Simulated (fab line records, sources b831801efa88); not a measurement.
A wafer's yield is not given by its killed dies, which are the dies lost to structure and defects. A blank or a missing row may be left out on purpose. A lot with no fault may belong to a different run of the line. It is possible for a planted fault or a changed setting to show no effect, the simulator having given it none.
Chamber matching / flow gf180mcu / 4 sister chambers for GF_V5_CMP_04 on cmp-02
The step polishes SiO2. 8 wafers are shown with their chamber, then 8 later ones without.

== EACH WAFER AND ITS CHAMBER ==
wafer=L566.4; chamber=2; motor-current-A (A)=13.1; slurry-flow-ml-min=150.9
wafer=L569.2; chamber=1; motor-current-A (A)=12.6; slurry-flow-ml-min=149.3
wafer=L569.6; chamber=1; motor-current-A (A)=12.3; slurry-flow-ml-min=149.8
wafer=L572.3; chamber=3; motor-current-A (A)=10.8; slurry-flow-ml-min=150.3
wafer=L573.1; chamber=0; motor-current-A (A)=10.0; slurry-flow-ml-min=150.4
wafer=L573.4; chamber=3; motor-current-A (A)=10.8; slurry-flow-ml-min=150.1
wafer=L573.5; chamber=2; motor-current-A (A)=12.8; slurry-flow-ml-min=150.8
wafer=L575.2; chamber=0; motor-current-A (A)=10.2; slurry-flow-ml-min=151.1

== WAFERS MISSING THEIR CHAMBER ==
wafer=L575.4; motor-current-A (A)=11.9; slurry-flow-ml-min=148.9
wafer=L575.5; motor-current-A (A)=9.9; slurry-flow-ml-min=149.8
wafer=L585.2; motor-current-A (A)=13.4; slurry-flow-ml-min=150.3
wafer=L585.3; motor-current-A (A)=10.1; slurry-flow-ml-min=149.9
wafer=L585.4; motor-current-A (A)=12.1; slurry-flow-ml-min=149.9
wafer=L589.1; motor-current-A (A)=10.9; slurry-flow-ml-min=149.3
wafer=L589.2; motor-current-A (A)=12.8; slurry-flow-ml-min=149.9
wafer=L589.3; motor-current-A (A)=9.6; slurry-flow-ml-min=149.7

== EACH ONE'S CHAMBER ==
wafer=L575.4; from the rows above=1; in truth=1
wafer=L575.5; from the rows above=0; in truth=0
wafer=L585.2; from the rows above=2; in truth=2
wafer=L585.3; from the rows above=can't be placed: 0 or 3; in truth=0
wafer=L585.4; from the rows above=1; in truth=1
wafer=L589.1; from the rows above=3; in truth=3
wafer=L589.2; from the rows above=can't be placed: 1 or 2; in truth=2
wafer=L589.3; from the rows above=0; in truth=0
Correct placement for 6 of the 8. From these rows, 2 cannot be placed; in 2 the true chamber is one of the candidates. Wrongly placed: 0.
How it was worked out, from the rows above alone: a wafer's distance from a chamber is the root of the sum, over the readings, of the square of ((its reading less the chamber's mean) divided by the reading's scatter). If the next closest chamber is less than 2 further off than the closest, the wafer can't be placed; otherwise it belongs to the closest. A chamber's mean is the mean of its shown wafers. How the scatter is found: for the shown wafers, subtract from each reading the mean of its chamber, square and add these, divide the total by (wafers less chambers), then take the root.
